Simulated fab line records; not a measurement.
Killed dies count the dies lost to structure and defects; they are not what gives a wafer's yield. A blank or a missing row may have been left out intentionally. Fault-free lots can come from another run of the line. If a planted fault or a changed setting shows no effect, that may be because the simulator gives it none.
fab line records + flow sky130
record:
- lots: 14
- wafers: 42
- last_day: 50
route steps=708 shown LDD_P@257
lots that met no fault: taken from a fault-free run of the same line
start_h: the number of hours between the record's first day and the start of the first shown wafer of the lot + wait_h: hours elapsed since this lot's preceding step + " the same as in the row above + L1.1+2: a row that stands for several wafers + - no value, or no start was given + * or withheld: withheld + < > ~ a bound
route shown NAME@n: NAME is a module with steps in the file, n the number in the route of the first one + usual: mean/standard deviation taken from wafers without a fault + same: alike in all rows + chamber/n: place in a boat + sites: the reading at each site + _std_site: their standard deviation + _edge_site: mean of outer sites minus mean of inner sites + radius_mm: for every site, how far away it sits from the centre of the wafer + mask NAME#n: copy n + behind: tool/chamber where the wafer was last shaped + hold: what put the lot on hold/how long, in hours/how the hold closed + device: transistor that didn't switch, given as n, p or np + end of line: at the end of the route, the tests of the same wafers + step lacking rows: just its recipe + killed: not the wafer's yield, but the dies lost to structure and defects at the first sort + map: dies across one wafer; x = killed, . = not, _ = none there
set.NAME: setting as actually run; set.NAME@STEP: the setting as run at that earlier step + model.NAME: the simulator's own value behind a step, which no gauge read
route steps across a sampled set of lots; one table per step, one row per wafer
services: a tool's chamber out of use, with start hour (start_h, from the record's first day; less than 0 if before it), hours out, and reason
== steps ==
step: SKY_LDD_P_COAT_02
recipe:
- resist: NOVOLAK
- spin_rpm: 3000
- resist_thk_nm: 1140
usual:
- spin_speed_rpm: 3000.5/1.9
| lot.wafer | tool           | chamber | start_h | wait_h | spin_speed_rpm |
|-----------|----------------|---------|---------|--------|----------------|
| L240.2    | litho_track-03 | 0       | 452.33  | 0.1    | 2999.2         |
| L240.3    | "              | 0       | "       | "      | 3000.5         |
| L240.4    | "              | 0       | "       | "      | 3002.1         |
| L241.1    | litho_track-04 | 0       | 452.94  | 0.1    | 3002.0         |
| L241.2    | "              | 0       | "       | "      | 3000.9         |
| L241.3    | "              | 0       | "       | "      | 3001.6         |
| L242.1    | litho_track-04 | 0       | 454.14  | 0.1    | 3000.5         |
| L242.3    | "              | 0       | "       | "      | 2998.2         |
| L242.5    | "              | 0       | "       | "      | 2999.6         |
| L244.1    | litho_track-04 | 0       | 461.84  | 0.1    | 2999.4         |
| L244.2    | "              | 0       | "       | "      | 3000.1         |
| L244.6    | "              | 0       | "       | "      | 2999.1         |
| L245.4    | litho_track-03 | 0       | 467.88  | 0.1    | 2999.7         |
| L245.5    | "              | 0       | "       | "      | 2996.3         |
| L245.6    | "              | 0       | "       | "      | 3001.3         |
| L246.3    | litho_track-03 | 0       | 477.00  | 0.1    | 3002.4         |
| L246.4    | "              | 0       | "       | "      | 3002.8         |
| L246.5    | "              | 0       | "       | "      | 3003.6         |
| L248.1    | litho_track-03 | 0       | 500.45  | 0.1    | 2999.2         |
| L248.3    | "              | 0       | "       | "      | 3001.2         |
| L248.4    | "              | 0       | "       | "      | 2999.8         |
| L251.1    | litho_track-03 | 0       | 516.25  | 0.1    | 3001.1         |
| L251.3    | "              | 0       | "       | "      | 3000.4         |
| L251.4    | "              | 0       | "       | "      | 3000.0         |
| L254.2    | litho_track-04 | 0       | 550.62  | 0.1    | 3001.8         |
| L254.4    | "              | 0       | "       | "      | 2997.2         |
| L254.5    | "              | 0       | "       | "      | 2997.9         |
| L256.2    | litho_track-02 | 0       | 557.83  | 0.1    | 2998.9         |
| L256.4    | "              | 0       | "       | "      | 3000.9         |
| L256.5    | "              | 0       | "       | "      | 2998.6         |
| L259.1    | litho_track-04 | 0       | 583.74  | 0.1    | 3121.6         |
| L259.2    | "              | 0       | "       | "      | 3123.4         |
| L259.5    | "              | 0       | "       | "      | 3123.1         |
| L260.2    | litho_track-04 | 0       | 599.52  | 0.1    | 3121.9         |
| L260.3    | "              | 0       | "       | "      | 3122.3         |
| L260.6    | "              | 0       | "       | "      | 3122.5         |
| L262.2    | litho_track-02 | 0       | 625.08  | 0.1    | 3001.4         |
| L262.4    | "              | 0       | "       | "      | 2999.3         |
| L262.6    | "              | 0       | "       | "      | 2999.9         |
| L263.2    | litho_track-03 | 0       | 627.13  | 0.1    | 2999.7         |
| L263.4    | "              | 0       | "       | "      | 3000.0         |
| L263.5    | "              | 0       | "       | "      | 3003.3         |
step: SKY_LDD_P_STRIP_10
recipe:
- chemistry: O2/N2
- power_w: 1400
- pressure_mtorr: 1500
- platen_temp_c: withheld
- o2_flow_sccm: 3000
- n2_flow_sccm: 300
- overash_fraction: 0.5
usual:
- drypump_motor_current_A: 5.8/0.33
- o2_flow_sccm: 2999/8.3
- oes_product_au: 0.716/0.0048
- strip_time_to_endpoint_s: 14.18/0.046
| lot.wafer | tool            | chamber | start_h | wait_h | drypump_motor_current_A | o2_flow_sccm | oes_product_au | rf_hours_counter_h | strip_time_to_endpoint_s |
|-----------|-----------------|---------|---------|--------|-------------------------|--------------|----------------|--------------------|--------------------------|
| L240.2    | plasma_asher-02 | 0       | 468.71  | 0.1    | 5.5                     | 2995         | 0.714          | 4                  | 14.24                    |
| L240.3    | "               | 0       | "       | "      | 5.5                     | 3003         | 0.712          | -                  | 14.20                    |
| L240.4    | "               | 1       | "       | "      | 5.4                     | 3012         | 0.719          | -                  | 14.23                    |
| L241.1    | plasma_asher-01 | 0       | 469.31  | 0.1    | 5.8                     | 2983         | 0.721          | 35                 | 14.20                    |
| L241.2    | "               | 1       | "       | "      | 6.3                     | 2983         | 0.722          | 35                 | 14.21                    |
| L241.3    | "               | 0       | "       | "      | 5.8                     | 2991         | 0.728          | -                  | 14.20                    |
| L242.1    | plasma_asher-02 | 0       | 469.91  | 0.1    | 5.5                     | 3001         | 0.724          | 4                  | 14.14                    |
| L242.3    | "               | 1       | "       | "      | 5.4                     | 3012         | 0.711          | -                  | 14.15                    |
| L242.5    | "               | 0       | "       | "      | 5.5                     | 3013         | 0.707          | -                  | 14.16                    |
| L244.1    | plasma_asher-02 | 0       | 477.56  | 0.1    | 5.5                     | 3010         | 0.711          | 5                  | 14.19                    |
| L244.2    | "               | 1       | "       | "      | 5.4                     | 2996         | 0.713          | 5                  | 14.21                    |
| L244.6    | "               | 0       | "       | "      | 5.5                     | 2998         | 0.715          | -                  | 14.22                    |
| L245.4    | plasma_asher-04 | 0       | 483.53  | 0.1    | 5.6                     | 3006         | 0.709          | -                  | 14.20                    |
| L245.5    | "               | 1       | "       | "      | 5.9                     | 3008         | 0.714          | -                  | 14.22                    |
| L245.6    | "               | 0       | "       | "      | 5.6                     | 3000         | 0.718          | -                  | 14.24                    |
| L246.3    | plasma_asher-01 | 0       | 493.03  | 0.1    | 5.8                     | 2997         | 0.721          | -                  | 14.22                    |
| L246.4    | "               | 1       | "       | "      | 6.3                     | 2992         | 0.717          | -                  | 14.19                    |
| L246.5    | "               | 0       | "       | "      | 5.8                     | 2994         | 0.714          | -                  | 14.21                    |
| L248.1    | plasma_asher-01 | 0       | 515.71  | 0.1    | 5.8                     | 3009         | 0.711          | 39                 | 14.20                    |
| L248.3    | "               | 1       | "       | "      | 6.3                     | 2999         | 0.717          | -                  | 14.16                    |
| L248.4    | "               | 0       | "       | "      | 5.8                     | 2999         | 0.721          | -                  | 14.18                    |
| L251.1    | plasma_asher-02 | 0       | 531.71  | 0.1    | 5.5                     | 2985         | 0.714          | 10                 | 14.11                    |
| L251.3    | "               | 0       | "       | "      | 5.5                     | 2999         | 0.720          | -                  | 14.11                    |
| L251.4    | "               | 1       | "       | "      | 5.4                     | 3003         | 0.713          | -                  | 14.16                    |
| L254.2    | plasma_asher-04 | 0       | 566.25  | 0.1    | 5.6                     | 2994         | 0.713          | 76                 | 14.21                    |
| L254.4    | "               | 1       | "       | "      | 5.9                     | 2999         | 0.711          | -                  | 14.17                    |
| L254.5    | "               | 0       | "       | "      | 5.6                     | 2997         | 0.716          | -                  | 14.14                    |
| L256.2    | plasma_asher-04 | 1       | 572.05  | 0.1    | 5.9                     | 2994         | 0.720          | 77                 | 14.20                    |
| L256.4    | "               | 0       | "       | "      | 5.6                     | 3022         | 0.721          | -                  | 14.23                    |
| L256.5    | "               | 0       | "       | "      | 5.6                     | 3005         | 0.715          | -                  | 14.27                    |
| L259.1    | plasma_asher-02 | 1       | 598.80  | 0.1    | 5.4                     | 2990         | 0.724          | 17                 | 13.94                    |
| L259.2    | "               | 0       | "       | "      | 5.5                     | 3005         | 0.722          | 17                 | 13.92                    |
| L259.5    | "               | 1       | "       | "      | 5.4                     | 2993         | 0.717          | -                  | 13.90                    |
| L260.2    | plasma_asher-02 | 1       | 614.61  | 0.1    | 5.4                     | 2994         | 0.715          | 19                 | 13.81                    |
| L260.3    | "               | 0       | "       | "      | 5.5                     | 3000         | 0.714          | -                  | 13.83                    |
| L260.6    | "               | 1       | "       | "      | 5.4                     | 3005         | 0.714          | -                  | 13.77                    |
| L262.2    | plasma_asher-04 | 0       | 639.86  | 0.1    | 5.6                     | 2999         | 0.723          | 84                 | 14.19                    |
| L262.4    | "               | 0       | "       | "      | 5.6                     | 3010         | 0.711          | -                  | 14.26                    |
| L262.6    | "               | 1       | "       | "      | 5.9                     | 2998         | 0.711          | -                  | 14.25                    |
| L263.2    | plasma_asher-02 | 0       | 641.91  | 0.1    | 5.5                     | 2986         | 0.723          | 21                 | 14.13                    |
| L263.4    | "               | 1       | "       | "      | 5.4                     | 3007         | 0.715          | -                  | 14.19                    |
| L263.5    | "               | 1       | "       | "      | 5.4                     | 3015         | 0.709          | -                  | 14.13                    |
== services ==
| tool            | chamber | start_h | hours | kind   |
|-----------------|---------|---------|-------|--------|
| plasma_asher-02 | 0       | 430.25  | -     | clean  |
| plasma_asher-02 | 1       | 430.25  | -     | clean  |
| plasma_asher-01 | -       | 497.05  | 1.3   | repair |
| plasma_asher-01 | -       | 535.96  | 2.8   | pm     |
| plasma_asher-01 | -       | 585.82  | 1.7   | repair |
| plasma_asher-01 | -       | 596.00  | 14.6  | pm     |
== key ==
first_sign:
- step: SKY_LDD_P_COAT_02
- reading: spin_speed_rpm
- direction: up
- sigmas: 65
- usual: 3000.5
- struck: 3122.5
effect:
- step: SKY_LDD_P_STRIP_10
- reading: strip_time_to_endpoint_s
- direction: down
- sigmas: 6.9
- usual: *
- struck: *
met_at SKY_LDD_P_COAT_02
struck_lots L259,L260
tester_left_out L259,L260
onset_between 550.62 583.74
fault:
- kind: process_parameter_drift
- tool: litho_track-04
- chamber: -
- onset_h: 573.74
- steps: SKY_LDD_P_COAT_02
- channel: spin_rpm
- offset: 122.46
- shape: step
- end_h: 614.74
- acts_in: these_recipes_only
- stated: 3000
tester_left_out: of these lots the tester's yield and bins aren't shown, on N5 and GAA mostly nor the transistor test; their killed dies are dies lost to structure and defects alone, not to doping, threshold or leakage, so they don't give the yield
